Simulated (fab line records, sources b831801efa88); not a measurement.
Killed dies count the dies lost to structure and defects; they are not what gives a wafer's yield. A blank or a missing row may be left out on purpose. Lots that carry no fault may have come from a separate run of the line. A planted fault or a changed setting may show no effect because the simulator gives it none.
Problem report, 8D (eight disciplines) form, completed by code ; flow gf180mcu ; the parts of the form that need people (team, actions taken, sign-off) are left out

1. THE ISSUE
V1_CVD_02_THK at GF_V1_THK_MEAS_03 reads a mean of 972 nm on 2 wafers of 1 lot; wafers without a fault read 856 nm with a standard deviation of 10. That puts it +12 standard deviations away from the usual mean.
The first sign was on wafer L790.2 at day 24 15:55, on film metro-01. The record holds 15 wafers of 5 lots with a number at this step. The rule behind "out" and "out of limits": a value lying over 4 standard deviations away from the usual mean. The rest of the wafers with a number are treated as sound.

2. WHAT IT IS AND WHAT IT IS NOT
question;is;is not
which readings at this step;V1_CVD_02_THK;-
which lots;L790;L768, L770, L776, L778
which wafers of those lots;L790.2, L790.5;L790.1
read on which gauges;film metro-01;film metro-02
when;from day 24 15:55;up to then (13 sound wafers)

3. THE SUSPECTS, EACH WITH WHAT RULES IT OUT
Counting: any tool at a process step up to the reading remains a suspect provided it ran every lot that is out. Sound lots after the first of them don't rule it out here, since some wafers of a struck lot are sound.
- ruled out: the gauge at GF_V1_THK_MEAS_03. All the wafers that are out were read on film metro-01, but those of them that GF_V1_CVD_02 has rows for are out there too, on other tools.
- rie metal-03 at GF_M1_METAL_ETCH_16 (etches the open film in Cl2/BCl3, stops on SiO2, target depth 750.8 nm, time 125.1 s): kept. It ran the lot that is out, L790 (day 24 15:02); its last sound lot up to then is L770 (day 17 18:00).
- plasma asher-03 at GF_M1_STRIP_17 (strips in O2/N2): kept. It ran the lot that is out, L790 (day 24 15:10); its last sound lot up to then is L776 (day 19 19:54).
- pecvd-03 at GF_V1_CVD_02 (deposits SiO2 from TEOS, target thk 850 nm, time 94.851 s): kept. It ran the lot that is out, L790 (day 24 15:50); its last sound lot up to then is L776 (day 19 20:36). Its own readings are out on those wafers: run length s.
- At GF_M1_METAL_ETCH_16 on rie metal-03, chamber 1 took the sound wafers of the same lots and chamber 0 took the wafers that are out.
Left after counting: rie metal-03 at GF_M1_METAL_ETCH_16, plasma asher-03 at GF_M1_STRIP_17, pecvd-03 at GF_V1_CVD_02.

4. THE CAUSE (what the simulator had put in)
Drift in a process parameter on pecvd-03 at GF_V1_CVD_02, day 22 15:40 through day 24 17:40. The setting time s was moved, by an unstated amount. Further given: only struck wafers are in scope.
Counting leaves 3 suspects; this tool is one of them.

5. SEQUENCE OF EFFECTS, ordered by route
Each row: a reading where the mean over the struck wafers with a number is more than 3 standard deviations away from the usual. Readings are gone through only where the record gives a usual standard deviation; hours: the median, over the lots, of the time from a lot's start at the first step in this table giving one to that lot's start at this step; sigmas: the change measured in usual standard deviations.
hours;step;reading;usual;on struck wafers;change;sigmas
0;GF_V1_CVD_02;run length s;122.7 s;136.5;+13.8;+18
0;GF_V1_THK_MEAS_03;V1_CVD_02_THK;856 nm;972;+116;+12
0;GF_V1_CMP_04;time to endpoint s;80 s;134;+54;+9.1
The process steps in it:
- GF_V1_CVD_02: deposits SiO2 from TEOS, target thk 850 nm, time 94.851 s.
- GF_V1_CMP_04: polishes SiO2.
Later measuring or inspecting steps at which every struck wafer that the step has a row for has a number for every such reading, and none has moved that far: GF_V1_BOW_MEAS_05.

6. HOW IT WOULD HAVE BEEN CAUGHT EARLIER
The first out-of-limits reading at a measuring or inspecting step in this record came at day 24 15:55, 48 hours after the fault's start at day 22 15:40.
The tool's own readings at GF_V1_CVD_02 were out on every struck wafer that the step has a row for (run length s): an alarm limit on them would have fired on the first of those.
All the lots that are out (1) had begun GF_V1_CVD_02 on pecvd-03 by day 24 15:55. Had the tool been put on hold then, not one of them would have been saved.
